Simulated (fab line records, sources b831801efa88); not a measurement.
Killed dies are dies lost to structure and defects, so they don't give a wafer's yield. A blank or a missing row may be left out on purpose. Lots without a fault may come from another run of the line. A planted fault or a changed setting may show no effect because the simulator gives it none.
A struck lot beside a sound one | flow sky130 | 15 steps out of a route of 708
Sound: wafers L189.2, L189.3, L189.5. Struck: wafers L198.2, L198.5, L198.6. The cause comes at the end.
At each step with rows: each side's tool, then ch and its chambers, then its first start. Under that, the readings that differ: sound wafers | struck wafers | difference of the means | sigmas: that difference in standard deviations of wafers without a fault.
alike: readings whose means differ by less than 2 such deviations, and words and numbers that are the same on both sides. not compared: withheld readings, readings that some wafer has no value for, bounds like >300 that may hide the same value, and numbers for which the record gives no deviation and whose values overlap.
The two part at a step that has a row with sigmas, a row that says differs or no value, or rows on one side only. Numbers that don't overlap but have no deviation are shown without sigmas and don't part them. A reading that every wafer of one side lacks parts them only if that side has two wafers or more.

first, 6 steps without rows for these wafers: SKY_GATE_OXIDE_HMDS_04 (prime time 60 s); SKY_GATE_OXIDE_COAT_05 (resist thk 1140 nm); SKY_GATE_OXIDE_SOFTBAKE_06 (time 60 s); SKY_GATE_OXIDE_EXPOSE_07 (exposes mask LVOM, target cd 600 nm); SKY_GATE_OXIDE_PEB_08; SKY_GATE_OXIDE_DEVELOP_09 (develop time 60 s).
SKY_GATE_OXIDE_OVL_MEAS_10:
  sound on overlay-01, day 14 03:10; struck on overlay-02, day 17 14:49
  alike: GATE_OXIDE_OVL
then, 2 steps without rows for these wafers: SKY_GATE_OXIDE_IMPLANT_11; SKY_GATE_OXIDE_WET_ETCH_12 (etches SiO2 in dHF, target depth 16.8 nm, time 336 s).
SKY_GATE_OXIDE_STRIP_13: strips in O2/N2.
  sound on plasma_asher-01 ch 0,1, day 14 03:26; struck on plasma_asher-02 ch 0,1, day 17 15:07
  alike: drypump_motor_current_A, oes_product_au, strip_time_to_endpoint_s
  not compared: rf_hours_counter_h
SKY_GATE_OXIDE_TW_MEAS_14:
  sound on film_metro-01, day 14 03:33; struck on film_metro-02, day 17 15:14
  alike: GATE_OXIDE_TW
then, 1 step without rows for these wafers: SKY_GATE_OXIDE_CLEAN_15 (cleans in SC1/SC2, time 150 s).
SKY_GATE_OXIDE_OXIDATION_16: stabilise 600 s, purge 300 s, target thk 3.57 nm.
  sound on furnace-02 ch 0, day 14 04:13; struck on furnace-01 ch 0, day 17 16:31
  reading                                           | sound                | struck               | difference | sigmas
  spike_tc_bottom_C (C)                             | 821.3 821.5 821.4    | 839.0 838.9 837.5    | +17.1      | +9
  spike_tc_centre_C (C)                             | 798.6 800.2 799.6    | 820.7 819.0 819.1    | +20.1      | +22
  spike_tc_lower_C (C)                              | 798.5 799.4 799.4    | 819.6 819.5 818.5    | +20.1      | +20
  spike_tc_top_C (C)                                | 814.0 815.3 813.1    | 838.9 838.9 840.8    | +25.4      | +9
  spike_tc_upper_C (C)                              | 803.1 801.9 801.4    | 819.7 819.2 820.3    | +17.6      | +11
  tube_center_temp_C (C)                            | 800.02 799.85 800.04 | 820.42 820.41 820.46 | +20.46     | +99 or more
  tube_center_temp_C_max                            | 802.1 802.0 801.9    | 822.3 823.3 822.7    | +20.8      | +59
  zone_power_bottom_pct (%)                         | 23.8 23.9 23.7       | 26.0 25.8 25.3       | +1.9       | +6
  zone_power_lower_pct (%)                          | 16.97 16.86 17.37    | 17.99 17.85 17.99    | +0.88      | +4
  model.SiO2_of_GATE_OXIDE_OXIDATION_01.thk_nm (nm) | 11.87 11.92 11.65    | 12.32 12.2 12.31     | +0.46      |
then, 1 step without rows for these wafers: SKY_POLY_GATE_CVD_00 (deposits poly-Si, target thk 180 nm, time 720 s).
-- the record jumps here: 31 days lie between the struck wafers' starts before and after (it left off in module POLY_GATE and takes up again in module PAD_OPEN, whose first step shown is number 708 of the route) --
SKY_PAD_OPEN_PROBE_99:
  sound on prober-02, day 46 09:03; struck on prober-01, day 48 21:23
  reading                                   | sound             | struck                                                                     | difference                   | sigmas
  hold                                      | - - -             | await_dispo/1.6h/release await_dispo/1.6h/release await_dispo/1.6h/release | no value on the sound wafers |
  model.etest.pfet_01v8.r_on_ohm_um         | 2960 2954 2879    | 3041 3059 3011                                                             | +106                         |
  model.etest.tip_sonos.rs_ohm_sq           | 2718 2736 2642    | 2879 2868 2865                                                             | +172                         |
  model.etest.nfet_01v8.r_on_ohm_um         | 845.8 851.7 823.2 | 937.3 972.1 945.7                                                          | +111.5                       |
  model.etest.nfet_01v8_lvt.drive_ua_um     | 571 567.1 572.9   | 487.4 476.2 487                                                            | -86.8                        |
  model.etest.nfet_01v8.drive_ua_um         | 497.9 492.5 502.6 | 421.9 407.3 415                                                            | -82.9                        |
  model.etest.nfet_01v8_swapped.drive_ua_um | 498.2 493.3 501.1 | 420.7 405.5 416.4                                                          | -83.3                        |
  model.etest.nfet_01v8_turned.drive_ua_um  | 497 495.3 504.8   | 419.6 403.5 418.5                                                          | -85.2                        |
  alike: killed_at_M0_to_M3, killed_at_M4_up, killed_at_contacts, killed_at_front_end, killed_at_other, killed_dies, killed_open, killed_short
  not compared: model.etest.pfet_g5v0d10v5.r_on_ohm_um

WHERE THEY PART
First at SKY_GATE_OXIDE_OXIDATION_16; last, within this record, at SKY_PAD_OPEN_PROBE_99.

WHY: what the simulator had put in
Process parameter drift: furnace-01, from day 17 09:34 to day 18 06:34, at SKY_GATE_OXIDE_OXIDATION_16. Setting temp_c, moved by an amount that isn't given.
